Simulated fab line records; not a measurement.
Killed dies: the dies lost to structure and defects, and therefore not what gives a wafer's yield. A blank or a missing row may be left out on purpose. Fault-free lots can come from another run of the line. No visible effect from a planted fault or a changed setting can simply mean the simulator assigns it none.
fab line records	flow sky130
[record] lots = 6	wafers = 18	last_day = 50
route steps=708 shown METAL5@669 PASSIVATION@681 PAD_OPEN@694
lots untouched by any fault: they come from a run of this same line in which no faults occurred
start_h: start of the lot's first displayed wafer, in hours after the record's first day	wait_h: hours from the lot's prior step to this one	" repeats the value in the row above	L1.1+2: several wafers, shown together as one row	- no value, or no start given	* or withheld: withheld	< > ~ a bound
route shown NAME@n: names a module that has steps shown in the file, with the first one's number in the route	usual: mean/standard deviation of fault-free wafers	same: alike in all rows	chamber/n: place in a boat	sites: the reading at each site	_std_site: their standard deviation	_edge_site: mean of outer sites minus mean of inner sites	radius_mm: for every site, how far away it sits from the centre of the wafer	mask NAME#n: copy n	behind: the last tool/chamber to shape the wafer	hold: reason for holding the lot/hours on hold/outcome of the hold	device: whichever transistor did not switch (one of n, p or np)	end of line: the same wafers' tests at the end of the route	a step without rows: its recipe alone	killed: not the wafer's yield, but the dies lost to structure and defects at the first sort	map: per-die view of a wafer (x killed, . not killed, _ where there is no die)
set.NAME: the setting that was run; set.NAME@STEP: the one run at that earlier step	model.NAME: the simulator's own value behind a step, which no gauge read
certain route steps with their lots: each step a table, each wafer a row
services: the hour from which a tool's chamber was out of use, counted from the record's first day as start_h (under 0 if before that day), plus the number of hours and why
[[steps]]
[step SKY_METAL5_HMDS_08]
[recipe] prime_time_s = 60	prime_temp_c = 120
[step SKY_METAL5_COAT_09]
[recipe] resist = NOVOLAK	spin_rpm = 3000	resist_thk_nm = 1800
[step SKY_METAL5_SOFTBAKE_10]
[recipe] temp_c = 90	time_s = 60	resist = NOVOLAK
[step SKY_METAL5_EXPOSE_11]
[recipe] mask_id = MM5	na = 0.6	source_shape = conventional	sigma_outer = 0.6	polarization = unpolarized	target_cd_nm = 1600	dose_mj = 190
[step SKY_METAL5_PEB_12]
[recipe] temp_c = withheld	time_s = *	resist = NOVOLAK
[step SKY_METAL5_DEVELOP_13]
[recipe] resist = NOVOLAK	developer = TMAH	develop_time_s = 60	dev_temp_c = 23
[step SKY_METAL5_DESCUM_14]
[recipe] chemistry = O2	source_power_w = 150	bias_power_w = 0	pressure_mtorr = 10	temp_c = 40	time_s = 11
[usual] drypump_motor_current_A = 5.6/0.52	oes_product_au = 1.003/0.012
lot.wafer	tool	chamber	start_h	wait_h	drypump_motor_current_A	oes_product_au	rf_hours_counter_h
L921.1	rie_metal-03	1	1067.38	0.1	5.9	1.006	9
L921.5	"	1	"	"	5.9	1.003	-
L921.6	"	1	"	"	5.9	1.018	-
L923.1	rie_metal-01	0	1078.67	0.1	4.9	1.001	21
L923.2	"	1	"	"	5.0	0.999	8
L923.4	"	1	"	"	5.0	0.994	-
L929.1	rie_metal-04	0	1099.53	0.1	5.7	1.010	15
L929.4	"	1	"	"	5.5	1.012	-
L929.6	"	0	"	"	5.7	1.014	-
L931.1	rie_metal-04	0	1114.77	0.1	5.6	1.013	16
L931.2	"	1	"	"	5.5	1.027	8
L931.4	"	0	"	"	5.6	1.024	-
L932.3	rie_metal-04	0	1136.23	0.1	5.6	1.019	-
L932.5	"	0	"	"	5.7	1.017	-
L932.6	"	1	"	"	5.5	1.011	-
L937.1	rie_metal-04	1	1152.18	0.1	5.5	1.008	11
L937.5	"	1	"	"	5.6	1.006	-
L937.6	"	0	"	"	5.7	1.020	-
[step SKY_METAL5_METAL_ETCH_15]
[recipe] target_depth_a = 12600	stop_on = SiO2	over_etch_frac = 0.2	time_s = 252	chemistry = Cl2/BCl3	resist_sidewall_deg = 86	pressure_mtorr = 10	icp_w = 900	bias_w = 49.78	Cl2_flow_sccm = 60	bcl3_flow_sccm = 30
[usual] drypump_motor_current_A = 5.6/0.51	oes_product_au = 0.894/0.0049	throttle_valve_pct = 22.264/0.0092
lot.wafer	tool	chamber	start_h	wait_h	drypump_motor_current_A	oes_product_au	rf_hours_counter_h	throttle_valve_pct
L921.1	rie_metal-03	1	1067.45	0.1	5.9	0.896	9	22.268
L921.5	"	1	"	"	5.9	0.895	-	22.268
L921.6	"	1	"	"	5.9	0.895	-	22.268
L923.1	rie_metal-01	0	1078.71	0.0	4.9	0.905	21	22.268
L923.2	"	1	"	"	5.0	0.893	8	22.258
L923.4	"	1	"	"	5.0	0.899	-	22.250
L929.1	rie_metal-04	0	1099.56	0.0	5.6	0.887	15	22.273
L929.4	"	1	"	"	5.5	0.892	-	22.258
L929.6	"	0	"	"	5.6	0.884	-	22.266
L931.1	rie_metal-04	0	1114.80	0.0	5.6	0.895	16	22.270
L931.2	"	1	"	"	5.5	0.899	8	22.256
L931.4	"	0	"	"	5.7	0.903	-	22.257
L932.3	rie_metal-04	0	1136.33	0.1	5.6	0.887	-	22.262
L932.5	"	0	"	"	5.6	0.889	-	22.257
L932.6	"	1	"	"	5.5	0.885	-	22.267
L937.1	rie_metal-04	1	1152.21	0.0	5.5	0.892	11	22.261
L937.5	"	1	"	"	5.5	0.904	-	22.262
L937.6	"	0	"	"	5.6	0.895	-	22.263
[step SKY_METAL5_STRIP_16]
[recipe] chemistry = O2/N2	power_w = 1400	pressure_mtorr = 1500	platen_temp_c = withheld	o2_flow_sccm = 3000	n2_flow_sccm = 300	overash_fraction = 0.5
[step SKY_METAL5_STRIP_17]
[recipe] chemistry = post_etch_residue_remover	time_s = 1200	temp_c = 72.5
[step SKY_METAL5_CLEAN_18]
[recipe] chemistry = IPA	time_s = 180	temp_c = 25
[step SKY_METAL5_CLEAN_19]
[recipe] chemistry = O3/DIW	dry = n2_spin
[step SKY_PASSIVATION_CVD_00]
[recipe] material = SiO2	target_thk_nm = 90	temp_c = 400	time_s = withheld	rf_w = 600
[usual] heater_power_w = 702/74	susceptor_temp_C = 400.01/0.24
lot.wafer	tool	chamber	start_h	wait_h	heater_power_w	susceptor_temp_C
L921.1	pecvd-03	1	1068.51	0.0	592	400.10
L921.5	"	0	"	"	647	399.57
L921.6	"	2	"	"	799	400.13
L923.1	pecvd-02	2	1079.54	0.0	727	400.22
L923.2	"	1	"	"	662	399.78
L923.4	"	2	"	"	725	400.18
L929.1	pecvd-01	2	1100.49	0.0	612	400.19
L929.4	"	1	"	"	763	399.77
L929.6	"	0	"	"	817	399.89
L931.1	pecvd-02	0	1115.66	0.0	700	400.32
L931.2	"	2	"	"	770	399.45
L931.4	"	0	"	"	718	400.43
L932.3	pecvd-01	0	1137.08	0.0	832	400.12
L932.5	"	1	"	"	734	400.01
L932.6	"	0	"	"	834	400.08
L937.1	pecvd-01	1	1153.12	0.0	787	399.80
L937.5	"	2	"	"	651	400.03
L937.6	"	1	"	"	812	400.12
[step SKY_PASSIVATION_THK_MEAS_01]
[recipe] reads = SiO2_of_PASSIVATION_CVD_00
[usual] PASSIVATION_CVD_00_THK = 90.2/1.2
lot.wafer	tool	chamber	start_h	wait_h	PASSIVATION_CVD_00_THK[nm]
L921.1	film_metro-02	-	1068.54	-	90.0
L921.5	"	-	"	"	91.1
L921.6	"	-	"	"	91.4
L923.1	film_metro-01	-	1079.57	-	87.5
L923.2	"	-	"	"	87.1
L923.4	"	-	"	"	88.5
L929.1	film_metro-01	-	1100.51	-	89.1
L929.4	"	-	"	"	90.6
L929.6	"	-	"	"	90.8
L931.1	film_metro-01	-	1115.69	-	90.9
L931.2	"	-	"	"	89.9
L931.4	"	-	"	"	92.0
L932.3	film_metro-01	-	1137.12	-	91.8
L932.5	"	-	"	"	92.6
L932.6	"	-	"	"	92.5
L937.1	film_metro-04	-	1153.14	-	91.4
L937.5	"	-	"	"	92.1
L937.6	"	-	"	"	92.3
[step SKY_PASSIVATION_CVD_02]
[recipe] material = Si3N4	target_thk_nm = 540	temp_c = 400	time_s = withheld	rf_w = 450
[usual] heater_power_w = 726/87	susceptor_temp_C = 400.00/0.22
lot.wafer	tool	chamber	start_h	wait_h	heater_power_w	susceptor_temp_C
L921.1	pecvd-02	0	1068.60	0.1	797	400.12
L921.5	"	2	"	"	822	400.03
L921.6	"	1	"	"	675	400.25
L923.1	pecvd-03	2	1079.63	0.1	875	399.78
L923.2	"	0	"	"	705	399.67
L923.4	"	0	"	"	728	399.77
L929.1	pecvd-02	2	1100.57	0.1	816	400.62
L929.4	"	1	"	"	736	399.68
L929.6	"	0	"	"	618	400.38
L931.1	pecvd-01	0	1115.75	0.1	778	399.89
L931.2	"	2	"	"	742	399.86
L931.4	"	1	"	"	717	400.19
L932.3	pecvd-02	1	1137.16	0.0	636	400.25
L932.5	"	1	"	"	674	399.79
L932.6	"	0	"	"	607	399.78
L937.1	pecvd-03	1	1153.20	0.1	613	400.20
L937.5	"	2	"	"	719	400.24
L937.6	"	1	"	"	660	399.68
[step SKY_PASSIVATION_THK_MEAS_03]
[recipe] reads = Si3N4_of_PASSIVATION_CVD_02
[usual] PASSIVATION_CVD_02_THK = 541/6.8
lot.wafer	tool	chamber	start_h	wait_h	PASSIVATION_CVD_02_THK[nm]
L921.1	film_metro-01	-	1068.82	-	538
L921.5	"	-	"	"	549
L921.6	"	-	"	"	547
L923.1	film_metro-02	-	1079.86	-	540
L923.2	"	-	"	"	534
L923.4	"	-	"	"	544
L929.1	film_metro-02	-	1100.79	-	543
L929.4	"	-	"	"	547
L929.6	"	-	"	"	546
L931.1	film_metro-02	-	1115.98	-	534
L931.2	"	-	"	"	541
L931.4	"	-	"	"	537
L932.3	film_metro-04	-	1137.41	-	528
L932.5	"	-	"	"	539
L932.6	"	-	"	"	540
L937.1	film_metro-02	-	1153.43	-	532
L937.5	"	-	"	"	539
L937.6	"	-	"	"	544
[step SKY_PASSIVATION_DEHYDRATE_04]
[recipe] temp_c = 200	time_s = 60
[step SKY_PASSIVATION_HMDS_05]
[recipe] prime_time_s = 60	prime_temp_c = 120
[step SKY_PASSIVATION_COAT_06]
[recipe] spin_rpm = 2000	resist_thk_nm = 3000
[step SKY_PASSIVATION_SOFTBAKE_07]
[recipe] temp_c = 110	time_s = withheld
[step SKY_PASSIVATION_EXPOSE_08]
[recipe] mask_id = NSM	target_cd_nm = 3000	na = 0.57	dose_mj = 260
[step SKY_PASSIVATION_PEB_09]
[recipe] temp_c = 115	time_s = withheld
[step SKY_PASSIVATION_DEVELOP_10]
[recipe] develop_time_s = 60	dev_temp_c = 23
[step SKY_PASSIVATION_ETCH_11]
[recipe] chemistry = CF4/O2	target_depth_nm = 725	stop_on = AlCu	source_w = 800	bias_w = 150	pressure_mtorr = 150	cf4_flow_sccm = 80	O2_flow_sccm = 10	time_s = 161.1
[step SKY_PASSIVATION_STRIP_12]
[recipe] chemistry = O2/N2	power_w = 1400	pressure_mtorr = 1500	platen_temp_c = withheld	overash_fraction = 0.7	o2_flow_sccm = 3000	n2_flow_sccm = 300
[step SKY_PAD_OPEN_DEHYDRATE_00]
[recipe] temp_c = 200	time_s = 60
[step SKY_PAD_OPEN_HMDS_01]
[recipe] prime_time_s = 60	prime_temp_c = 120
[step SKY_PAD_OPEN_COAT_02]
[recipe] spin_rpm = 2000	resist_thk_nm = 3037
[step SKY_PAD_OPEN_SOFTBAKE_03]
[recipe] temp_c = 110	time_s = withheld
[step SKY_PAD_OPEN_EXPOSE_04]
[recipe] mask_id = PDM	target_cd_nm = 60000	na = 0.57	dose_mj = 260
[step SKY_PAD_OPEN_PEB_05]
[recipe] temp_c = 115	time_s = withheld
[step SKY_PAD_OPEN_DEVELOP_06]
[recipe] develop_time_s = 60	dev_temp_c = 23
[step SKY_PAD_OPEN_ETCH_07]
[recipe] chemistry = CF4/O2	target_depth_nm = 725	stop_on = AlCu	source_w = 800	bias_w = 150	pressure_mtorr = 150	cf4_flow_sccm = 80	O2_flow_sccm = 10	time_s = 161.1
[usual] drypump_motor_current_A = 5.9/0.33	oes_product_au = 0.979/0.0062	throttle_valve_pct = 5.964/0.0095
lot.wafer	tool	chamber	start_h	wait_h	drypump_motor_current_A	oes_product_au	rf_hours_counter_h	throttle_valve_pct
L921.1	rie_diel-04	2	1110.38	-	6.1	0.974	20	5.984
L921.5	"	2	"	"	6.1	0.986	-	5.965
L921.6	"	1	"	"	6.1	0.987	-	5.978
L923.1	rie_diel-02	2	1121.52	-	5.7	0.977	25	5.963
L923.2	"	0	"	"	6.2	0.971	25	5.960
L923.4	"	1	"	"	5.7	0.980	16	5.979
L929.1	rie_diel-02	3	1139.97	-	5.5	0.975	11	5.976
L929.4	"	1	"	"	5.7	0.983	17	5.961
L929.6	"	0	"	"	6.2	0.985	-	5.961
L931.1	rie_diel-02	0	1152.67	-	6.2	0.976	26	5.962
L931.2	"	3	"	"	5.6	0.976	12	5.959
L931.4	"	2	"	"	5.8	0.975	26	5.946
L932.3	rie_diel-02	1	1172.78	-	5.7	0.973	18	5.966
L932.5	"	2	"	"	5.7	0.975	-	5.961
L932.6	"	3	"	"	5.5	0.982	-	5.964
L937.1	rie_diel-02	2	1187.73	-	5.7	0.971	27	5.970
L937.5	"	0	"	"	6.2	0.982	-	5.964
L937.6	"	1	"	"	5.7	0.987	-	5.983
[step SKY_PAD_OPEN_STRIP_08]
[recipe] chemistry = O2/N2	power_w = 1400	pressure_mtorr = 1500	platen_temp_c = withheld	overash_fraction = 0.7	o2_flow_sccm = 3000	n2_flow_sccm = 300
[usual] drypump_motor_current_A = 5.74/0.28	oes_product_au = 0.663/0.0048	strip_time_to_endpoint_s = 37.50/0.11
lot.wafer	tool	chamber	start_h	wait_h	drypump_motor_current_A	oes_product_au	rf_hours_counter_h	strip_time_to_endpoint_s
L921.1	plasma_asher-03	0	1110.49	0.1	5.63	0.666	68	37.63
L921.5	"	1	"	"	5.74	0.662	-	37.68
L921.6	"	0	"	"	5.61	0.658	-	37.65
L923.1	plasma_asher-03	1	1121.62	0.1	5.73	0.664	69	37.46
L923.2	"	0	"	"	5.62	0.666	69	37.51
L923.4	"	1	"	"	5.76	0.655	-	37.35
L929.1	plasma_asher-03	1	1140.07	0.1	5.74	0.666	71	37.41
L929.4	"	0	"	"	5.63	0.664	-	37.38
L929.6	"	0	"	"	5.63	0.661	-	37.36
L931.1	plasma_asher-03	0	1152.77	0.1	5.62	0.660	72	37.57
L931.2	"	1	"	"	5.75	0.663	72	37.62
L931.4	"	1	"	"	5.74	0.662	-	37.60
L932.3	plasma_asher-03	1	1172.92	0.1	5.74	0.661	-	37.60
L932.5	"	0	"	"	5.60	0.664	-	37.64
L932.6	"	1	"	"	5.74	0.660	-	37.69
L937.1	plasma_asher-04	1	1187.84	0.1	6.14	0.658	44	37.36
L937.5	"	0	"	"	5.84	0.654	-	37.50
L937.6	"	1	"	"	6.17	0.666	-	37.37
[step SKY_PAD_OPEN_STRIP_09]
[recipe] chemistry = post_etch_residue_remover	time_s = 1200	temp_c = 72.5
[step SKY_PAD_OPEN_CLEAN_10]
[recipe] chemistry = IPA	time_s = 180	temp_c = 25
[step SKY_PAD_OPEN_CLEAN_11]
[recipe] chemistry = O3/DIW	dry = n2_spin
[step SKY_PAD_OPEN_ANNEAL_12]
[recipe] temp_c = 400	time_s = withheld	ambient = N2/H2	idle_temp_c = 300	ramp_up_c_per_min = 8	ramp_down_c_per_min = 4
[step SKY_PAD_OPEN_BOW_MEAS_13]
[recipe] mode = bow
[usual] PAD_OPEN_BOW = 44/9.2
lot.wafer	tool	chamber	start_h	wait_h	PAD_OPEN_BOW[um]
L921.1	film_metro-01	-	1112.58	-	37
L921.5	"	-	"	"	38
L921.6	"	-	"	"	31
L923.1	film_metro-03	-	1123.72	-	51
L923.2	"	-	"	"	64
L923.4	"	-	"	"	61
L929.1	film_metro-03	-	1142.62	-	34
L929.4	"	-	"	"	36
L929.6	"	-	"	"	36
L931.1	film_metro-03	-	1154.88	-	43
L931.2	"	-	"	"	43
L931.4	"	-	"	"	41
L932.3	film_metro-01	-	1175.06	-	49
L932.5	"	-	"	"	31
L932.6	"	-	"	"	47
L937.1	film_metro-03	-	1190.27	-	38
L937.5	"	-	"	"	40
L937.6	"	-	"	"	50
[step SKY_PAD_OPEN_PROBE_99]
[usual] defect_limited_yield = 82.3/1.9	killed_at_M0_to_M3 = 44/7.3	killed_at_M4_up = 3.4/1.7	killed_at_contacts = 24/5.3	killed_at_front_end = 15/4.1	killed_at_other = 0.4/0.68	killed_dies = 87/9.5	killed_open = 48/7.1	killed_short = 39/5.8	sort_bin_3_pad_short = 0.8/0.39	sort_bin_5_function = 10.4/1.4	sort_bin_6_memory = 6.5/1.1	sort_n_pass = 405/9.5	sort_yield_pct = 82.3/1.9
[same] gross_dies = 492	killed_at_back_side = 0	sort_bin_4_leakage[%] = 0	sort_bin_8_speed[%] = 0
lot.wafer	tool	chamber	start_h	wait_h	defect_limited_yield[%]	killed_at_M0_to_M3	killed_at_M4_up	killed_at_contacts	killed_at_front_end	killed_at_other	killed_dies	killed_open	killed_short	sort_bin_3_pad_short[%]	sort_bin_5_function[%]	sort_bin_6_memory[%]	sort_n_pass	sort_yield_pct[%]	model.etest.tester.sort_n_pass	model.etest.tester.sort_yield_pct	model.etest.tester.sort_bin_5_pct	model.etest.tester.sort_bin_3_pct
L921.1	prober-02	-	1112.70	0.1	80.9	49	2	23	20	0	94	56	37	0.6	11.6	6.9	398	80.9	398	80.89	11.59	0.6098
L921.5	prober-02	-	1112.90	0.2	80.5	44	2	24	25	1	96	54	41	1.2	11.0	7.3	396	80.5	396	80.49	10.98	1.22
L921.6	prober-02	-	1112.95	0.2	86.0	33	5	19	12	0	69	37	31	0.6	8.7	4.7	423	86.0	423	85.98	8.74	0.6098
L923.1	prober-01	-	1123.84	0.1	79.9	49	1	39	8	2	99	55	42	1.0	12.6	6.5	393	79.9	393	79.88	12.6	1.016
L923.2	prober-01	-	1123.89	0.1	80.5	49	2	27	15	3	96	54	37	1.4	13.0	5.1	396	80.5	396	80.49	13.01	1.423
L923.4	prober-01	-	1123.99	0.2	80.1	45	3	30	20	0	98	53	45	1.0	11.0	7.9	394	80.1	394	80.08	10.98	1.016
L929.1	prober-01	-	1142.74	0.1	85.2	39	2	18	14	0	73	38	35	0.6	9.3	4.9	419	85.2	419	85.16	9.35	0.6098
L929.4	prober-01	-	1142.89	0.2	82.5	44	1	24	16	1	86	52	32	0.4	10.6	6.5	406	82.5	406	82.52	10.57	0.4065
L929.6	prober-01	-	1142.99	0.2	82.7	35	3	25	22	0	85	48	34	1.0	8.7	7.5	407	82.7	407	82.72	8.74	1.016
L931.1	prober-02	-	1155.00	0.1	78.7	53	4	32	16	0	105	55	50	1.4	12.4	7.5	387	78.7	387	78.66	12.4	1.423
L931.2	prober-02	-	1155.05	0.1	84.1	36	2	29	11	0	78	44	34	1.0	8.3	6.5	414	84.1	414	84.15	8.333	1.016
L931.4	prober-02	-	1155.15	0.2	85.0	31	1	29	12	1	74	44	29	0.8	9.6	4.7	418	85.0	418	84.96	9.553	0.813
L932.3	prober-01	-	1175.24	0.2	76.8	49	2	29	8	26	114	42	46	1.8	13.8	7.5	378	76.8	378	76.83	13.82	1.829
L932.5	prober-01	-	1175.34	0.2	80.5	42	4	18	10	22	96	42	32	2.4	10.6	6.5	396	80.5	396	80.49	10.57	2.439
L932.6	prober-01	-	1175.39	0.2	79.1	28	2	28	16	29	103	44	28	2.0	11.8	7.1	389	79.1	389	79.06	11.79	2.033
L937.1	prober-02	-	1190.39	0.1	79.5	44	2	18	13	24	101	43	33	1.2	12.8	6.5	391	79.5	391	79.47	12.8	1.22
L937.5	prober-02	-	1190.59	0.2	69.9	35	3	30	13	67	148	40	40	4.3	16.5	9.3	344	69.9	344	69.92	16.46	4.268
L937.6	prober-02	-	1190.64	0.2	79.9	38	5	22	10	24	99	43	32	2.2	12.8	5.1	393	79.9	393	79.88	12.8	2.236
// killed by level:class
L921.1 VIA1:geometric_particle:open=11 VIA2:geometric_particle:open=9 POLY_GATE:geometric_particle:open=8 CONTACT:geometric_particle:short=8 CONTACT:geometric_particle:open=8 METAL3:geometric_particle:short=8 FIELD_ISO:geometric_particle:open=6 VIA3:geometric_particle:open=6
L921.5 VIA1:geometric_particle:open=15 CONTACT:geometric_particle:open=9 POLY_GATE:geometric_particle:open=6 LI_CONTACT:geometric_particle:open=6 VIA3:geometric_particle:open=6 FIELD_ISO:geometric_particle:open=5 FIELD_ISO:geometric_particle:short=5 POLY_GATE:geometric_particle:short=5
L921.6 LI_CONTACT:geometric_particle:open=7 VIA2:geometric_particle:short=7 VIA3:geometric_particle:open=7 VIA2:geometric_particle:open=5 METAL4:geometric_particle:short=5 CONTACT:geometric_particle:open=4 FIELD_ISO:geometric_particle:open=3 CONTACT:geometric_particle:short=3
L923.1 CONTACT:geometric_particle:open=14 VIA1:geometric_particle:open=13 LI_CONTACT:geometric_particle:open=8 CONTACT:geometric_particle:short=7 VIA2:geometric_particle:open=7 LOCAL_INTERCONNECT:geometric_particle:short=5 VIA1:geometric_particle:short=5 METAL3:geometric_particle:short=5
L923.2 CONTACT:geometric_particle:open=11 VIA1:geometric_particle:open=11 VIA3:geometric_particle:open=9 METAL1:geometric_particle:short=7 POLY_GATE:geometric_particle:open=5 LI_CONTACT:geometric_particle:open=5 CONTACT:geometric_particle:short=5 VIA1:geometric_particle:short=5
L923.4 VIA1:geometric_particle:open=11 LOCAL_INTERCONNECT:geometric_particle:short=9 VIA3:geometric_particle:open=9 FIELD_ISO:geometric_particle:open=7 CONTACT:geometric_particle:open=7 LI_CONTACT:geometric_particle:open=6 POLY_GATE:geometric_particle:short=5 LI_CONTACT:geometric_particle:short=5
L929.1 VIA1:geometric_particle:open=13 METAL1:geometric_particle:short=8 FIELD_ISO:geometric_particle:open=6 LI_CONTACT:geometric_particle:open=6 CONTACT:geometric_particle:open=5 VIA1:geometric_particle:short=5 FIELD_ISO:geometric_particle:short=4 LI_CONTACT:geometric_particle:short=4
L929.4 CONTACT:geometric_particle:open=12 VIA1:geometric_particle:open=10 VIA1:geometric_particle:short=8 VIA2:geometric_particle:open=7 VIA3:geometric_particle:open=6 LI_CONTACT:geometric_particle:open=5 POLY_GATE:geometric_particle:short=4 METAL2:geometric_particle:short=4
L929.6 LI_CONTACT:geometric_particle:open=10 CONTACT:geometric_particle:open=8 POLY_GATE:geometric_particle:short=7 VIA2:geometric_particle:open=7 VIA1:geometric_particle:open=7 METAL2:geometric_particle:short=5 FIELD_ISO:geometric_particle:open=3 FIELD_ISO:geometric_particle:short=3
L931.1 CONTACT:geometric_particle:open=18 VIA3:geometric_particle:open=10 METAL2:geometric_particle:short=9 CONTACT:geometric_particle:short=7 METAL1:geometric_particle:short=7 VIA2:geometric_particle:open=7 VIA1:geometric_particle:open=6 VIA2:geometric_particle:short=5
L931.2 CONTACT:geometric_particle:open=9 LI_CONTACT:geometric_particle:open=7 VIA1:geometric_particle:open=7 LOCAL_INTERCONNECT:geometric_particle:short=6 VIA2:geometric_particle:open=6 METAL2:geometric_particle:short=5 METAL1:geometric_particle:short=5 SPACER:geometric_particle:open=4
L931.4 CONTACT:geometric_particle:open=12 LI_CONTACT:geometric_particle:open=7 VIA2:geometric_particle:open=7 CONTACT:geometric_particle:short=4 VIA1:geometric_particle:open=4 METAL2:geometric_particle:open=4 SONOS_ONO:geometric_particle:short=3 LOCAL_INTERCONNECT:geometric_particle:open=3
L932.3 PASSIVATION:unspecified=26 VIA1:geometric_particle:open=11 METAL1:geometric_particle:short=8 CONTACT:geometric_particle:open=8 LOCAL_INTERCONNECT:geometric_particle:short=7 VIA3:geometric_particle:open=7 LI_CONTACT:geometric_particle:open=6 CONTACT:geometric_particle:short=6
L932.5 PASSIVATION:unspecified=22 VIA1:geometric_particle:open=9 VIA3:geometric_particle:open=8 LI_CONTACT:geometric_particle:open=7 VIA2:geometric_particle:open=7 VIA3:geometric_particle:short=5 LOCAL_INTERCONNECT:geometric_particle:short=4 CONTACT:geometric_particle:open=4
L932.6 PASSIVATION:unspecified=29 CONTACT:geometric_particle:open=10 LI_CONTACT:geometric_particle:open=8 VIA1:geometric_particle:open=8 VIA3:geometric_particle:open=5 FIELD_ISO:geometric_particle:short=4 VIA2:geometric_particle:open=4 VIA2:geometric_particle:short=3
L937.1 PASSIVATION:unspecified=24 VIA1:geometric_particle:open=10 VIA3:geometric_particle:open=8 METAL1:geometric_particle:short=6 CONTACT:geometric_particle:open=5 METAL2:geometric_particle:short=5 VIA2:geometric_particle:open=5 POLY_GATE:geometric_particle:open=4
L937.5 PASSIVATION:unspecified=67 CONTACT:geometric_particle:open=10 LOCAL_INTERCONNECT:geometric_particle:short=7 VIA1:geometric_particle:open=7 VIA3:geometric_particle:open=6 LI_CONTACT:geometric_particle:open=5 CONTACT:geometric_particle:short=5 METAL1:geometric_particle:short=4
L937.6 PASSIVATION:unspecified=24 VIA1:geometric_particle:open=9 CONTACT:geometric_particle:open=8 VIA2:geometric_particle:open=7 LI_CONTACT:geometric_particle:open=5 VIA4:geometric_particle:open=5 VIA2:geometric_particle:short=5 FIELD_ISO:geometric_particle:open=4
// map L932.3 (x killed, . not)
__________......x..._________
________.....x.x...x.._______
______xxx.....x........._____
_____xxx.xx.x.x.......xx.____
____xxxxx....x.x...xxx.xx.___
___xxxxxx...x.....x......xx__
__xxxxx.....x....x.......xx._
_xxxx......x.x........x......
_x.............xx....x.......
_x......xx..............x..x.
_.x...x.........x............
_.....x.............xx.....x.
_..x..x....x....x..xxx...x...
_x..x....................xx.x
_..x........x.......x....x..x
__xx..............x...x.xx.x_
___......................x.__
____........x..x.x..x....x___
_____.x........x......x..____
______.x.........xxx.x.._____
________x.......x...x._______
__________.x........_________
// map L937.5 (x killed, . not)
__________xx....x..._________
________.....x.x.xxx.._______
______.x...x....xxxxx..x_____
_____.x.....x..xxxxxxxxxx____
____....x..x..xx.xxxxxxxxx___
___........x....xxxxxxxxx..__
__..x...x...x..xxxxxxxxxxx.._
_....x...x......xxxxxxxxxxx..
_..x.x...x..x...x.xxxxx.x....
_......x.x.......x.xxx.....x.
_............xxx....x..x.xx..
_......x......x...x..........
_......x.....x....x.....x..x.
_....xx...x.x.............x..
_..........x.x..........x...x
__...x.x......x.x.x...xxx..._
___x.....x....xx.......x...__
____................xx....___
_____xx......x..x....x..x____
______...x....x........._____
________x....x.x.x...._______
__________.x........_________
[[services]]
tool	chamber	start_h	hours	kind
rie_metal-03	0	1043.98	-	clean
rie_metal-03	0	1043.98	24.5	scheduled_down
rie_metal-03	0	1043.98	24.5	vent_cycle
plasma_asher-04	-	1049.22	11.5	repair
pecvd-02	1	1056.76	4.8	repair
plasma_asher-03	-	1059.12	0.8	repair
pecvd-03	0	1065.61	2.1	scheduled_down
rie_metal-01	-	1070.59	0.5	repair
pecvd-01	-	1078.51	1.4	repair
pecvd-02	0	1079.39	2.1	scheduled_down
pecvd-03	2	1097.16	5.5	scheduled_down
plasma_asher-03	-	1099.71	2.8	pm
rie_diel-04	2	1111.72	18.8	repair
pecvd-02	1	1114.93	5.0	scheduled_down
rie_diel-02	3	1128.88	3.5	repair
rie_diel-04	0	1134.66	5.6	repair
pecvd-02	0	1180.62	-	clean
pecvd-02	0	1180.62	-	consumable_replace:showerhead
[[key]]
[first_sign] step = SKY_PAD_OPEN_PROBE_99	reading = killed_at_other	direction = up	sigmas = 32	usual = 0.4	struck = 32
[effect] step = SKY_PAD_OPEN_PROBE_99	reading = sort_bin_3_pad_short	direction = up	sigmas = 3.9	usual = 0.8	struck = 2.3
[model_effect] step = SKY_PAD_OPEN_PROBE_99	value = etest.tester.sort_n_pass	without = 409.8	struck = 381.8
met_at SKY_PASSIVATION_CVD_00
struck_wafers L932.3,L932.5,L932.6,L937.1,L937.5,L937.6
onset_between 1100.49 1137.08
also_fits time
[fault] kind = chamber_particle_source	tool = pecvd-01	chamber = -	onset_h = 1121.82	steps = SKY_PASSIVATION_CVD_00	rate_per_visit_cm2 = 1.2745	end_h = 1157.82
